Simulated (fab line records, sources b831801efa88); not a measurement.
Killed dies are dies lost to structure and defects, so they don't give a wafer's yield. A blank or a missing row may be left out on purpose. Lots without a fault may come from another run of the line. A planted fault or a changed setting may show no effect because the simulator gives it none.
fab line records | flow sky130
record lots=5 wafers=15 last_day=49
route steps=708 shown VIA4@640 METAL5@661
lots that met no fault: from a run of the same line without faults
start_h: hours from the record's first day to the start of the lot's first wafer shown | wait_h: hours since the lot's step before | " the same as in the row above | L1.1+2: a row that stands for several wafers | - no value, or no start given | * or withheld: withheld | < > ~ a bound
route shown NAME@n: a module of which the file shows steps, and the number in the route of the first | usual: mean/standard deviation of fault-free wafers | same: alike in all rows | chamber/n: place in a boat | sites: the reading at each site | _std_site: their standard deviation | _edge_site: outer sites' mean less inner sites' | radius_mm: how far each site lies from the wafer's centre | mask NAME#n: copy n | behind: the tool/chamber that last shaped the wafer | hold: why the lot was held/for how many hours/how that ended | device: the transistor (n, p or np) that didn't switch | end of line: the same wafers' tests at the end of the route | a step without rows: its recipe alone | killed: dies lost to structure and defects at the first sort, not the wafer's yield | map: a wafer's dies, x killed, . not, _ none there
set.NAME: the setting as run; set.NAME@STEP: as run at that earlier step | model.NAME: the simulator's own value behind a step, which no gauge read
lots at some steps of the route; a table a step, a row a wafer
services: from which hour (start_h, from the record's first day; less than 0 if before it) a tool's chamber was out of use, for how many hours, and why
## steps
# step SKY_VIA4_THK_MEAS_01
# recipe reads=SiO2_of_VIA4_HDPCVD_00
# usual VIA4_HDPCVD_THK=1745/15
# columns lot.wafer tool chamber start_h wait_h VIA4_HDPCVD_THK[nm]
L075.3 film_metro-01 - 990.95 0.1 1761
L075.5 " - " " 1758
L075.6 " - " " 1758
L077.2 film_metro-01 - 1000.69 0.1 1773
L077.5 " - " " 1772
L077.6 " - " " 1780
L083.2 film_metro-01 - 1049.90 0.2 1735
L083.3 " - " " 1745
L083.6 " - " " 1766
L088.3 film_metro-01 - 1074.40 0.1 1755
L088.5 " - " " 1727
L088.6 " - " " 1760
L090.1 film_metro-04 - 1089.32 0.1 1740
L090.3 " - " " 1748
L090.4 " - " " 1751
# step SKY_VIA4_CMP_02
# recipe material=SiO2 down_force_psi=4 platen_rpm=60 pad_velocity_m_s=0.94248
# usual motor_current_A=12.7/1.2
# columns lot.wafer tool chamber start_h wait_h motor_current_A
L075.3 cmp-01 2 991.09 0.1 15.0
L075.6 " 0 " " 11.5
L075.5 " 1 " " 12.2
L077.2 cmp-01 0 1001.37 0.7 11.5
L077.5 " 2 " " 14.3
L077.6 " 3 " " 14.0
L083.2 cmp-02 1 1049.95 0.0 13.4
L083.3 " 0 " " 10.6
L083.6 " 1 " " 13.9
L088.3 cmp-02 0 1074.93 0.5 11.3
L088.5 " 2 " " 12.8
L088.6 " 3 " " 12.3
L090.4 cmp-02 2 1089.38 0.0 12.5
L090.3 " 3 " " 12.4
L090.1 " 0 " " 11.0
# step SKY_VIA4_BOW_MEAS_03
# recipe mode=bow
# usual VIA4_BOW=78/7.3
# columns lot.wafer tool chamber start_h wait_h VIA4_BOW[um]
L075.3 film_metro-02 - 991.33 0.2 68
L075.5 " - " " 76
L075.6 " - " " 82
L077.2 film_metro-02 - 1001.59 0.2 80
L077.5 " - " " 74
L077.6 " - " " 77
L083.2 film_metro-01 - 1050.27 0.3 75
L083.3 " - " " 84
L083.6 " - " " 90
L088.3 film_metro-04 - 1075.17 0.2 88
L088.5 " - " " 82
L088.6 " - " " 72
L090.1 film_metro-02 - 1089.68 0.1 84
L090.3 " - " " 73
L090.4 " - " " 78
# step SKY_VIA4_DEHYDRATE_04
# recipe temp_c=200 time_s=60
# columns lot.wafer tool chamber start_h wait_h
L075.3+5+6 litho_track-02 0 1002.18 10.8
L077.2+5+6 litho_track-03 0 1012.32 10.7
L083.2+3+6 litho_track-01 0 1060.27 10.0
L088.3+5+6 litho_track-01 0 1084.74 9.6
L090.1+3+4 litho_track-03 0 1099.15 9.4
# step SKY_VIA4_HMDS_05
# recipe prime_time_s=60 prime_temp_c=120
# usual prime_temp_c=120.00/0.12
# columns lot.wafer tool chamber start_h wait_h prime_temp_c
L075.3 litho_track-02 0 1002.33 0.1 119.86
L075.5 " 0 " " 119.95
L075.6 " 0 " " 119.87
L077.2 litho_track-03 0 1012.47 0.1 120.09
L077.5 " 0 " " 120.17
L077.6 " 0 " " 120.16
L083.2 litho_track-01 0 1060.42 0.1 119.96
L083.3 " 0 " " 120.14
L083.6 " 0 " " 120.14
L088.3 litho_track-01 0 1084.89 0.1 120.00
L088.5 " 0 " " 119.96
L088.6 " 0 " " 119.97
L090.1 litho_track-03 0 1099.30 0.1 120.08
L090.3 " 0 " " 120.01
L090.4 " 0 " " 119.98
# step SKY_VIA4_COAT_06
# recipe resist=NOVOLAK spin_rpm=3000 resist_thk_nm=1140
# columns lot.wafer tool chamber start_h wait_h
L075.3+5+6 litho_track-02 0 1002.48 0.1
L077.2+5+6 litho_track-03 0 1012.62 0.1
L083.2+3+6 litho_track-01 0 1060.57 0.1
L088.3+5+6 litho_track-01 0 1085.04 0.1
L090.1+3+4 litho_track-03 0 1099.45 0.1
# step SKY_VIA4_SOFTBAKE_07
# recipe temp_c=90 time_s=60 resist=NOVOLAK
# columns lot.wafer tool chamber start_h wait_h
L075.3+5+6 litho_track-02 0 1002.63 0.1
L077.2+5+6 litho_track-03 0 1012.77 0.1
L083.2+3+6 litho_track-01 0 1060.72 0.1
L088.3+5+6 litho_track-01 0 1085.19 0.1
L090.1+3+4 litho_track-03 0 1099.60 0.1
# step SKY_VIA4_EXPOSE_08
# recipe mask_id=VIM4 na=0.6 source_shape=conventional sigma_outer=0.6 polarization=unpolarized target_cd_nm=800 dose_mj=132
# usual focus_offset_nm=0.1/0.54 reticle_temp_C=22.98/0.095
# same na=0.6
# columns lot.wafer tool chamber start_h wait_h mask focus_offset_nm reticle_temp_C
L075.3 iline_stepper-01 0 - - VIM4#0 0.0 22.92
L075.5 " 0 " " VIM4#0 -0.9 22.94
L075.6 " 0 " " VIM4#0 0.0 22.89
L077.2 iline_stepper-02 0 - - VIM4#0 0.5 22.99
L077.5 " 0 " " VIM4#0 0.4 23.01
L077.6 " 0 " " VIM4#0 0.2 23.09
L083.2 iline_stepper-02 0 - - VIM4#0 -1.6 23.15
L083.3 " 0 " " VIM4#0 -0.6 23.08
L083.6 " 0 " " VIM4#0 -0.6 22.99
L088.3 iline_stepper-02 0 - - VIM4#0 -0.1 23.03
L088.5 " 0 " " VIM4#0 1.1 22.90
L088.6 " 0 " " VIM4#0 0.0 22.81
L090.1 iline_stepper-02 0 - - VIM4#0 -0.7 23.00
L090.3 " 0 " " VIM4#0 0.4 22.84
L090.4 " 0 " " VIM4#0 -0.3 22.97
# step SKY_VIA4_PEB_09
# recipe temp_c=withheld time_s=* resist=NOVOLAK
# columns lot.wafer tool chamber start_h wait_h
L075.3+5+6 litho_track-01 0 - -
L077.2+5+6 litho_track-01 0 - -
L083.2+3+6 litho_track-03 0 - -
L088.3+5+6 litho_track-01 0 - -
L090.1+3+4 litho_track-02 0 - -
# step SKY_VIA4_DEVELOP_10
# recipe resist=NOVOLAK developer=TMAH develop_time_s=60 dev_temp_c=23
# same develop_time_s=60
# columns lot.wafer tool chamber start_h wait_h
L075.3+5+6 litho_track-01 0 1013.74 0.1
L077.2+5+6 litho_track-01 0 1024.42 0.1
L083.2+3+6 litho_track-03 0 1071.82 0.1
L088.3+5+6 litho_track-01 0 1096.04 0.1
L090.1+3+4 litho_track-02 0 1109.08 0.1
# step SKY_VIA4_OVL_MEAS_11
# usual VIA4_OVL=-0.7/1.3
# columns lot.wafer tool chamber start_h wait_h VIA4_OVL[nm]
L075.3 overlay-02 - 1013.85 0.1 0.0
L075.5 " - " " 0.6
L075.6 " - " " -0.5
L077.2 overlay-01 - 1024.55 0.1 -0.6
L077.5 " - " " -0.8
L077.6 " - " " -2.8
L083.2 overlay-02 - 1071.95 0.1 -0.8
L083.3 " - " " -1.4
L083.6 " - " " -0.7
L088.3 overlay-02 - 1096.15 0.1 -1.8
L088.5 " - " " -0.9
L088.6 " - " " -0.2
L090.1 overlay-01 - 1109.23 0.1 -1.5
L090.3 " - " " -2.1
L090.4 " - " " -1.5
# step SKY_VIA4_ETCH_12
# recipe target=SiO2 chemistry=C4F8/O2/Ar stop_on=TiN mask_material=NOVOLAK source_w=1500 bias_w=1200 pressure_mtorr=40 c4f8_flow_sccm=withheld O2_flow_sccm=6 Ar_flow_sccm=300 time_s=withheld target_depth_a=5800
# usual oes_product_au=0.925/0.0044 rf_fwd_power_W=1491/4.1
# columns lot.wafer tool chamber start_h wait_h oes_product_au rf_fwd_power_W
L075.3 rie_diel-02 3 1013.88 0.0 0.924 1484
L075.5 " 1 " " 0.925 1500
L075.6 " 0 " " 0.930 1493
L077.2 rie_diel-02 3 1024.58 0.0 0.930 1490
L077.5 " 3 " " 0.931 1492
L077.6 " 2 " " 0.925 1493
L083.2 rie_diel-02 1 1071.98 0.0 0.923 1498
L083.3 " 3 " " 0.930 1491
L083.6 " 0 " " 0.928 1494
L088.3 rie_diel-02 1 1096.18 0.0 0.926 1489
L088.5 " 3 " " 0.920 1488
L088.6 " 2 " " 0.929 1495
L090.1 rie_diel-02 1 1109.27 0.0 0.926 1495
L090.3 " 2 " " 0.924 1497
L090.4 " 3 " " 0.922 1484
# step SKY_VIA4_STRIP_13
# recipe chemistry=O2/N2 power_w=1400 pressure_mtorr=1500 platen_temp_c=withheld o2_flow_sccm=3000 n2_flow_sccm=300 overash_fraction=0.5
# usual drypump_motor_current_A=5.9/0.38 oes_product_au=0.709/0.0041 strip_time_to_endpoint_s=12.80/0.031
# columns lot.wafer tool chamber start_h wait_h drypump_motor_current_A oes_product_au rf_hours_counter_h strip_time_to_endpoint_s
L075.3 plasma_asher-03 0 1013.98 - 5.6 0.709 - 12.79
L075.5 " 1 " " 5.5 0.705 - 12.75
L075.6 " 0 " " 5.6 0.708 - 12.74
L077.2 plasma_asher-01 0 1024.65 - 5.8 0.708 26 12.83
L077.5 " 0 " " 5.8 0.709 - 12.82
L077.6 " 1 " " 5.7 0.709 - 12.82
L083.2 plasma_asher-03 0 1072.05 - 5.6 0.706 96 12.77
L083.3 " 1 " " 5.5 0.724 - 12.82
L083.6 " 1 " " 5.5 0.703 - 12.80
L088.3 plasma_asher-01 0 1096.28 - 5.8 0.708 - 12.78
L088.5 " 1 " " 5.6 0.704 - 12.81
L088.6 " 0 " " 5.9 0.713 - 12.78
L090.1 plasma_asher-02 1 1109.34 - 6.0 0.708 66 12.81
L090.3 " 1 " " 6.1 0.714 - 12.80
L090.4 " 0 " " 6.6 0.713 - 12.81
# step SKY_VIA4_STRIP_14
# recipe chemistry=post_etch_residue_remover time_s=1200 temp_c=72.5
# usual bath_guard_temp_C=72.4/0.6
# columns lot.wafer tool chamber start_h wait_h bath_guard_temp_C
L075.3 wet_bench-02 1 1014.05 0.0 71.7
L075.5 " 1 " " 71.8
L075.6 " 1 " " 72.0
L077.2 wet_bench-02 2 1024.75 0.1 72.1
L077.5 " 2 " " 71.7
L077.6 " 2 " " 71.9
L083.2 wet_bench-03 0 1072.15 0.1 73.6
L083.3 " 0 " " 73.4
L083.6 " 0 " " 73.1
L088.3 wet_bench-02 1 1096.35 0.0 72.3
L088.5 " 1 " " 71.8
L088.6 " 1 " " 71.6
L090.1 wet_bench-03 1 1109.44 0.1 72.6
L090.3 " 1 " " 73.0
L090.4 " 1 " " 72.6
# step SKY_VIA4_CLEAN_15
# recipe chemistry=IPA time_s=180 temp_c=25
# columns lot.wafer tool chamber start_h wait_h
L075.3+5+6 wet_bench-04 0 1014.39 0.0
L077.2+5+6 wet_bench-03 0 1025.09 0.0
L083.2+3+6 wet_bench-04 2 1072.50 0.0
L088.3+5+6 wet_bench-02 3 1096.69 0.0
L090.1+3+4 wet_bench-03 2 1109.82 0.0
# step SKY_VIA4_CLEAN_16
# recipe chemistry=O3/DIW dry=n2_spin
# columns lot.wafer tool chamber start_h wait_h
L075.3+5+6 wet_bench-03 0 1014.45 0.0
L077.2+5+6 wet_bench-02 2 1025.15 0.0
L083.2+3+6 wet_bench-02 0 1072.56 0.0
L088.3+5+6 wet_bench-02 1 1096.75 0.0
L090.1+3+4 wet_bench-04 2 1109.88 0.0
# step SKY_VIA4_SPUTTER_17
# recipe material=TiN target_thk_nm=20 chamber_pressure_pa=5 power_w=4000 time_s=80
# usual throttle_valve_pct=29.9/1.1
# columns lot.wafer tool chamber start_h wait_h throttle_valve_pct
L075.3 pvd_sputter-04 - 1014.54 0.0 29.7
L075.5 " - " " 30.9
L075.6 " - " " 29.1
L077.2 pvd_sputter-02 - 1025.24 0.0 30.5
L077.5 " - " " 31.7
L077.6 " - " " 31.3
L083.2 pvd_sputter-02 - 1072.65 0.0 31.0
L083.3 " - " " 29.0
L083.6 " - " " 31.9
L088.3 pvd_sputter-04 - 1096.84 0.0 29.6
L088.5 " - " " 30.8
L088.6 " - " " 29.3
L090.1 pvd_sputter-01 - 1110.06 0.0 30.7
L090.3 " - " " 28.5
L090.4 " - " " 29.2
# step SKY_VIA4_CVD_18
# recipe material=W target_thk_nm=505 time_s=152.14 temp_c=400 pressure_torr=40
# usual heater_power_w=874/50
# columns lot.wafer tool chamber start_h wait_h heater_power_w
L075.3 cvd_w-01 0 1014.65 0.1 836
L075.5 " 1 " " 916
L075.6 " 0 " " 855
L077.2 cvd_w-01 0 1025.30 0.0 845
L077.5 " 0 " " 852
L077.6 " 1 " " 930
L083.2 cvd_w-01 0 1072.71 0.0 855
L083.3 " 1 " " 907
L083.6 " 0 " " 852
L088.3 cvd_w-02 1 1096.95 0.1 940
L088.5 " 1 " " 928
L088.6 " 0 " " 814
L090.1 cvd_w-02 1 1110.12 0.0 909
L090.3 " 1 " " 921
L090.4 " 0 " " 799
# step SKY_VIA4_RS_MEAS_19
# recipe thk_meas_gauge=four-point-probe reads=W_of_VIA4_CVD_18+TiN_of_VIA4_SPUTTER_17
# usual VIA4_W_RS=0.2262/0.0024
# columns lot.wafer tool chamber start_h wait_h VIA4_W_RS[ohm/sq]
L075.3 film_metro-04 - 1014.79 0.1 0.2299
L075.5 " - " " 0.2298
L075.6 " - " " 0.2303
L077.2 film_metro-02 - 1025.47 0.1 0.2252
L077.5 " - " " 0.2269
L077.6 " - " " 0.2278
L083.2 film_metro-04 - 1072.88 0.1 0.2265
L083.3 " - " " 0.2290
L083.6 " - " " 0.2294
L088.3 film_metro-04 - 1097.10 0.1 0.2292
L088.5 " - " " 0.2265
L088.6 " - " " 0.2226
L090.1 film_metro-01 - 1110.28 0.1 0.2273
L090.3 " - " " 0.2278
L090.4 " - " " 0.2263
# step SKY_VIA4_THK_MEAS_20
# recipe thk_meas_gauge=xrf reads=W_of_VIA4_CVD_18
# usual VIA4_W_THK=528/8.1
# columns lot.wafer tool chamber start_h wait_h VIA4_W_THK[nm]
L075.3 film_metro-04 - 1014.89 0.1 518
L075.5 " - " " 519
L075.6 " - " " 520
L077.2 film_metro-02 - 1025.58 0.1 538
L077.5 " - " " 535
L077.6 " - " " 535
L083.2 film_metro-04 - 1072.99 0.1 531
L083.3 " - " " 525
L083.6 " - " " 524
L088.3 film_metro-04 - 1097.20 0.1 525
L088.5 " - " " 526
L088.6 " - " " 537
L090.1 film_metro-01 - 1110.40 0.1 516
L090.3 " - " " 513
L090.4 " - " " 517
# step SKY_VIA4_CMP_21
# recipe stop_on=SiO2 t_overpolish_s=25 down_force_psi=3.5 platen_rpm=60 target_thk_nm=0 pad_velocity_m_s=0.94248
# usual motor_current_A=11.8/1.2 overpolish_run_s=25.000/0.01 time_to_endpoint_s=123/3.9
# columns lot.wafer tool chamber start_h wait_h motor_current_A overpolish_run_s time_to_endpoint_s
L075.3 cmp-01 2 1014.93 0.0 13.5 24.999 124
L075.5 " 2 " " 13.2 25.010 127
L075.6 " 3 " " 12.3 24.987 126
L077.2 cmp-01 2 1025.82 0.2 13.6 24.983 125
L077.6 " 1 " " 11.2 25.001 117
L077.5 " 2 " " 13.9 24.994 121
L083.3 cmp-01 2 1073.04 0.0 13.9 25.011 123
L083.2 " 0 " " 10.4 25.018 128
L083.6 " 2 " " 13.8 25.005 126
L088.3 cmp-01 2 1097.39 0.2 12.9 24.976 124
L088.6 " 3 " " 11.9 24.993 125
L088.5 " 0 " " 10.8 24.994 126
L090.1 cmp-02 0 1110.46 0.1 9.9 24.996 120
L090.3 " 1 " " 13.1 24.991 122
L090.4 " 2 " " 11.9 24.991 125
# step SKY_METAL5_SPUTTER_00
# recipe material=Ti target_thk_nm=15 power_w=3000 time_s=10 chamber_pressure_pa=0.4
# usual throttle_valve_pct=30.1/0.89
# columns lot.wafer tool chamber start_h wait_h throttle_valve_pct
L075.3 pvd_sputter-02 - 1015.23 0.2 30.5
L075.5 " - " " 31.0
L075.6 " - " " 31.8
L077.2 pvd_sputter-03 - 1026.07 0.2 30.4
L077.5 " - " " 29.9
L077.6 " - " " 29.6
L083.2 pvd_sputter-03 - 1073.34 0.1 29.7
L083.3 " - " " 30.8
L083.6 " - " " 30.6
L088.3 pvd_sputter-03 - 1097.54 0.1 29.7
L088.5 " - " " 29.7
L088.6 " - " " 30.7
L090.1 pvd_sputter-03 - 1110.76 0.2 30.4
L090.3 " - " " 30.9
L090.4 " - " " 29.6
# step SKY_METAL5_SPUTTER_01
# recipe material=TiN target_thk_nm=20 power_w=6500 time_s=16.7 chamber_pressure_pa=0.4
# usual throttle_valve_pct=30.1/0.89
# columns lot.wafer tool chamber start_h wait_h throttle_valve_pct
L075.3 pvd_sputter-02 - 1015.26 0.0 30.4
L075.5 " - " " 31.5
L075.6 " - " " 31.7
L077.2 pvd_sputter-03 - 1026.09 0.0 30.5
L077.5 " - " " 29.9
L077.6 " - " " 29.9
L083.2 pvd_sputter-03 - 1073.37 0.0 29.8
L083.3 " - " " 31.1
L083.6 " - " " 30.5
L088.3 pvd_sputter-03 - 1097.56 0.0 29.8
L088.5 " - " " 29.7
L088.6 " - " " 30.8
L090.1 pvd_sputter-03 - 1110.78 0.0 30.3
L090.3 " - " " 31.0
L090.4 " - " " 29.8
# step SKY_METAL5_SPUTTER_02
# recipe material=AlCu target_thk_nm=1150 power_w=10600 time_s=61.2 chamber_pressure_pa=0.4
# usual throttle_valve_pct=30.1/0.9
# columns lot.wafer tool chamber start_h wait_h throttle_valve_pct
L075.3 pvd_sputter-02 - 1015.28 0.0 30.4
L075.5 " - " " 31.1
L075.6 " - " " 31.6
L077.2 pvd_sputter-03 - 1026.11 0.0 30.4
L077.5 " - " " 29.6
L077.6 " - " " 29.7
L083.2 pvd_sputter-03 - 1073.39 0.0 29.6
L083.3 " - " " 31.1
L083.6 " - " " 30.2
L088.3 pvd_sputter-03 - 1097.58 0.0 29.9
L088.5 " - " " 29.8
L088.6 " - " " 30.8
L090.1 pvd_sputter-03 - 1110.80 0.0 30.3
L090.3 " - " " 30.8
L090.4 " - " " 29.9
# step SKY_METAL5_SPUTTER_03
# recipe material=Ti target_thk_nm=5 power_w=3000 time_s=3.3 chamber_pressure_pa=0.4
# usual throttle_valve_pct=30.1/0.87
# columns lot.wafer tool chamber start_h wait_h throttle_valve_pct
L075.3 pvd_sputter-02 - 1015.33 0.0 30.4
L075.5 " - " " 31.3
L075.6 " - " " 31.6
L077.2 pvd_sputter-03 - 1026.16 0.0 30.5
L077.5 " - " " 29.9
L077.6 " - " " 29.8
L083.2 pvd_sputter-03 - 1073.44 0.0 30.0
L083.3 " - " " 30.7
L083.6 " - " " 30.4
L088.3 pvd_sputter-03 - 1097.63 0.0 29.9
L088.5 " - " " 29.8
L088.6 " - " " 31.2
L090.1 pvd_sputter-03 - 1110.85 0.0 30.3
L090.3 " - " " 30.9
L090.4 " - " " 29.7
# step SKY_METAL5_SPUTTER_04
# recipe material=TiN target_thk_nm=70 power_w=6500 time_s=58.3 chamber_pressure_pa=0.4
# usual throttle_valve_pct=30.1/0.89
# columns lot.wafer tool chamber start_h wait_h throttle_valve_pct
L075.3 pvd_sputter-02 - 1015.35 0.0 30.3
L075.5 " - " " 31.2
L075.6 " - " " 31.7
L077.2 pvd_sputter-03 - 1026.18 0.0 30.5
L077.5 " - " " 29.9
L077.6 " - " " 29.8
L083.2 pvd_sputter-03 - 1073.46 0.0 29.8
L083.3 " - " " 31.2
L083.6 " - " " 30.2
L088.3 pvd_sputter-03 - 1097.65 0.0 29.7
L088.5 " - " " 29.6
L088.6 " - " " 31.0
L090.1 pvd_sputter-03 - 1110.87 0.0 30.1
L090.3 " - " " 30.9
L090.4 " - " " 29.9
# step SKY_METAL5_RS_MEAS_05
# recipe thk_meas_gauge=four-point-probe reads=TiN_of_METAL5_SPUTTER_04+Ti_of_METAL5_SPUTTER_03+AlCu_of_METAL5_SPUTTER_02+TiN_of_METAL5_SPUTTER_01+Ti_of_METAL5_SPUTTER_00
# usual METAL5_ALCU_RS=0.02717/0.00026
# columns lot.wafer tool chamber start_h wait_h METAL5_ALCU_RS[ohm/sq]
L075.3 film_metro-04 - 1015.44 0.1 0.02744
L075.5 " - " " 0.0269
L075.6 " - " " 0.02733
L077.2 film_metro-04 - 1026.25 0.0 0.02732
L077.5 " - " " 0.027
L077.6 " - " " 0.02732
L083.2 film_metro-03 - 1073.53 0.0 0.02742
L083.3 " - " " 0.02692
L083.6 " - " " 0.02712
L088.3 film_metro-02 - 1097.74 0.1 0.02693
L088.5 " - " " 0.02685
L088.6 " - " " 0.02683
L090.1 film_metro-03 - 1110.92 0.0 0.0272
L090.3 " - " " 0.02708
L090.4 " - " " 0.02717
# step SKY_METAL5_THK_MEAS_06
# recipe thk_meas_gauge=xrf reads=AlCu_of_METAL5_SPUTTER_02
# usual METAL5_ALCU_THK=1155/12
# columns lot.wafer tool chamber start_h wait_h METAL5_ALCU_THK[nm]
L075.3 film_metro-04 - 1015.54 0.1 1140
L075.5 " - " " 1170
L075.6 " - " " 1151
L077.2 film_metro-04 - 1026.36 0.1 1158
L077.5 " - " " 1161
L077.6 " - " " 1156
L083.2 film_metro-03 - 1073.64 0.1 1138
L083.3 " - " " 1168
L083.6 " - " " 1159
L088.3 film_metro-02 - 1097.84 0.1 1164
L088.5 " - " " 1169
L088.6 " - " " 1174
L090.1 film_metro-03 - 1111.04 0.1 1151
L090.3 " - " " 1164
L090.4 " - " " 1144
# step SKY_METAL5_DEHYDRATE_07
# recipe temp_c=200 time_s=60
# columns lot.wafer tool chamber start_h wait_h
L075.3+5+6 litho_track-01 0 1026.34 10.8
L077.2+5+6 litho_track-02 0 1036.31 9.9
L083.2+3+6 litho_track-02 0 1082.51 8.9
L088.3+5+6 litho_track-02 0 1106.48 8.6
L090.1+3+4 litho_track-01 0 1120.39 9.3
# step SKY_METAL5_HMDS_08
# recipe prime_time_s=60 prime_temp_c=120
# usual prime_temp_c=119.99/0.14
# columns lot.wafer tool chamber start_h wait_h prime_temp_c
L075.3 litho_track-01 0 1026.49 0.1 119.96
L075.5 " 0 " " 119.84
L075.6 " 0 " " 119.88
L077.2 litho_track-02 0 1036.46 0.1 120.14
L077.5 " 0 " " 120.21
L077.6 " 0 " " 120.27
L083.2 litho_track-02 0 1082.66 0.1 120.09
L083.3 " 0 " " 120.16
L083.6 " 0 " " 120.06
L088.3 litho_track-02 0 1106.63 0.1 120.00
L088.5 " 0 " " 119.81
L088.6 " 0 " " 120.06
L090.1 litho_track-01 0 1120.54 0.1 119.80
L090.3 " 0 " " 120.17
L090.4 " 0 " " 119.85
# step SKY_METAL5_COAT_09
# recipe resist=NOVOLAK spin_rpm=3000 resist_thk_nm=1800
# columns lot.wafer tool chamber start_h wait_h
L075.3+5+6 litho_track-01 0 1026.64 0.1
L077.2+5+6 litho_track-02 0 1036.61 0.1
L083.2+3+6 litho_track-02 0 1082.81 0.1
L088.3+5+6 litho_track-02 0 1106.78 0.1
L090.1+3+4 litho_track-01 0 1120.69 0.1
# step SKY_METAL5_SOFTBAKE_10
# recipe temp_c=90 time_s=60 resist=NOVOLAK
# columns lot.wafer tool chamber start_h wait_h
L075.3+5+6 litho_track-01 0 1026.79 0.1
L077.2+5+6 litho_track-02 0 1036.76 0.1
L083.2+3+6 litho_track-02 0 1082.96 0.1
L088.3+5+6 litho_track-02 0 1106.93 0.1
L090.1+3+4 litho_track-01 0 1120.84 0.1
# step SKY_METAL5_EXPOSE_11
# recipe mask_id=MM5 na=0.6 source_shape=conventional sigma_outer=0.6 polarization=unpolarized target_cd_nm=1600 dose_mj=190
# usual focus_offset_nm=0.0/0.56 reticle_temp_C=23.00/0.099
# same na=0.6
# columns lot.wafer tool chamber start_h wait_h mask focus_offset_nm reticle_temp_C
L075.3 iline_stepper-02 0 - - MM5#0 0.5 22.79
L075.5 " 0 " " MM5#0 0.4 22.91
L075.6 " 0 " " MM5#0 0.1 22.97
L077.2 iline_stepper-01 0 - - MM5#0 -0.2 22.90
L077.5 " 0 " " MM5#0 0.0 22.85
L077.6 " 0 " " MM5#0 -0.5 23.00
L083.2 iline_stepper-01 0 - - MM5#0 -0.7 23.05
L083.3 " 0 " " MM5#0 -0.4 23.09
L083.6 " 0 " " MM5#0 0.0 23.06
L088.3 iline_stepper-01 0 - - MM5#0 -1.1 23.01
L088.5 " 0 " " MM5#0 -0.7 23.03
L088.6 " 0 " " MM5#0 -0.5 22.95
L090.1 iline_stepper-02 0 - - MM5#0 0.3 22.95
L090.3 " 0 " " MM5#0 1.1 22.95
L090.4 " 0 " " MM5#0 0.6 23.08
# step SKY_METAL5_PEB_12
# recipe temp_c=withheld time_s=* resist=NOVOLAK
# columns lot.wafer tool chamber start_h wait_h
L075.3+5+6 litho_track-01 0 - -
L077.2+5+6 litho_track-01 0 - -
L083.2+3+6 litho_track-02 0 - -
L088.3+5+6 litho_track-01 0 - -
L090.1+3+4 litho_track-02 0 - -
# step SKY_METAL5_DEVELOP_13
# recipe resist=NOVOLAK developer=TMAH develop_time_s=60 dev_temp_c=23
# same develop_time_s=60
# columns lot.wafer tool chamber start_h wait_h
L075.3+5+6 litho_track-01 0 1037.19 0.1
L077.2+5+6 litho_track-01 0 1048.02 0.1
L083.2+3+6 litho_track-02 0 1093.51 0.1
L088.3+5+6 litho_track-01 0 1116.99 0.1
L090.1+3+4 litho_track-02 0 1130.03 0.1
# step SKY_METAL5_DESCUM_14
# recipe chemistry=O2 source_power_w=150 bias_power_w=0 pressure_mtorr=10 temp_c=40 time_s=11
# usual drypump_motor_current_A=5.7/0.43 oes_product_au=1.003/0.01 rf_fwd_power_W=147.1/0.86
# columns lot.wafer tool chamber start_h wait_h drypump_motor_current_A oes_product_au rf_fwd_power_W rf_hours_counter_h
L075.3 rie_metal-03 0 1037.30 0.1 5.9 1.010 147.1 -
L075.5 " 1 " " 5.8 0.982 145.8 -
L075.6 " 0 " " 6.0 1.010 148.2 -
L077.2 rie_metal-02 1 1048.14 0.1 5.3 1.010 147.6 1
L077.5 " 0 " " 6.1 0.999 146.0 -
L077.6 " 1 " " 5.3 1.010 147.7 -
L083.2 rie_metal-01 1 1093.63 0.1 4.8 0.996 147.2 19
L083.3 " 0 " " 5.8 0.994 146.4 -
L083.6 " 1 " " 4.8 0.997 146.8 -
L088.3 rie_metal-02 0 1117.10 0.1 6.1 1.011 146.5 -
L088.5 " 1 " " 5.3 1.009 148.0 -
L088.6 " 0 " " 6.1 1.012 145.9 -
L090.1 rie_metal-02 0 1130.18 0.1 6.2 0.982 146.0 25
L090.3 " 1 " " 5.3 1.006 147.7 -
L090.4 " 0 " " 6.1 1.001 146.1 -
# step SKY_METAL5_METAL_ETCH_15
# recipe target_depth_a=12600 stop_on=SiO2 over_etch_frac=0.2 time_s=252 chemistry=Cl2/BCl3 resist_sidewall_deg=86 pressure_mtorr=10 icp_w=900 bias_w=48.5 Cl2_flow_sccm=60 bcl3_flow_sccm=30
# usual drypump_motor_current_A=5.7/0.43 oes_product_au=0.895/0.0052 rf_fwd_power_W=897.7/3 throttle_valve_pct=22.263/0.0093
# columns lot.wafer tool chamber start_h wait_h drypump_motor_current_A oes_product_au rf_fwd_power_W rf_hours_counter_h throttle_valve_pct
L075.3 rie_metal-03 0 1037.40 0.1 6.0 0.896 894.3 - 22.261
L075.5 " 1 " " 5.8 0.902 899.1 - 22.252
L075.6 " 0 " " 6.0 0.890 898.3 - 22.258
L077.2 rie_metal-02 1 1048.18 0.0 5.2 0.889 905.8 1 22.268
L077.5 " 0 " " 6.1 0.897 896.0 - 22.269
L077.6 " 1 " " 5.3 0.892 901.5 - 22.259
L083.2 rie_metal-01 1 1093.67 0.0 4.8 0.904 892.8 20 22.262
L083.3 " 0 " " 5.8 0.897 896.0 - 22.247
L083.6 " 1 " " 4.8 0.896 894.8 - 22.277
L088.3 rie_metal-02 0 1117.20 0.1 6.1 0.894 900.1 - 22.272
L088.5 " 1 " " 5.3 0.897 898.1 - 22.268
L088.6 " 0 " " 6.2 0.893 898.0 - 22.263
L090.1 rie_metal-02 0 1130.22 0.0 6.2 0.891 895.2 25 22.271
L090.3 " 1 " " 5.3 0.896 894.5 - 22.270
L090.4 " 0 " " 6.2 0.896 899.9 - 22.255
## services
# columns tool chamber start_h hours kind
iline_stepper-01 - 970.59 4.4 pm
iline_stepper-01 - 982.33 1.0 repair
wet_bench-04 - 983.72 2.1 repair
pvd_sputter-03 - 985.56 0.9 repair
cmp-02 - 991.96 1.7 repair
cmp-01 - 993.67 7.0 pm
rie_metal-02 0 997.52 10.0 repair
plasma_asher-03 - 1009.94 2.8 pm
rie_diel-02 2 1013.54 2.4 repair
iline_stepper-02 - 1039.56 1.7 pm
rie_diel-02 2 1046.76 4.1 repair
cmp-01 - 1047.38 3.3 repair
rie_diel-02 2 1057.46 16.1 repair
cmp-01 - 1060.56 1.1 repair
rie_metal-01 0 1061.78 1.9 repair
plasma_asher-01 - 1064.87 1.6 repair
cmp-01 - 1084.00 4.0 pm
rie_diel-02 0 1094.13 16.7 repair
rie_metal-03 1 1104.93 1.5 repair
iline_stepper-01 - 1114.79 1.7 pm
pvd_sputter-03 - 1116.04 1.3 repair
cvd_w-01 1 1117.74 1.4 repair
cvd_w-01 - 1120.90 14.6 pm
rie_diel-02 2 1129.38 8.3 repair
## key
fault none
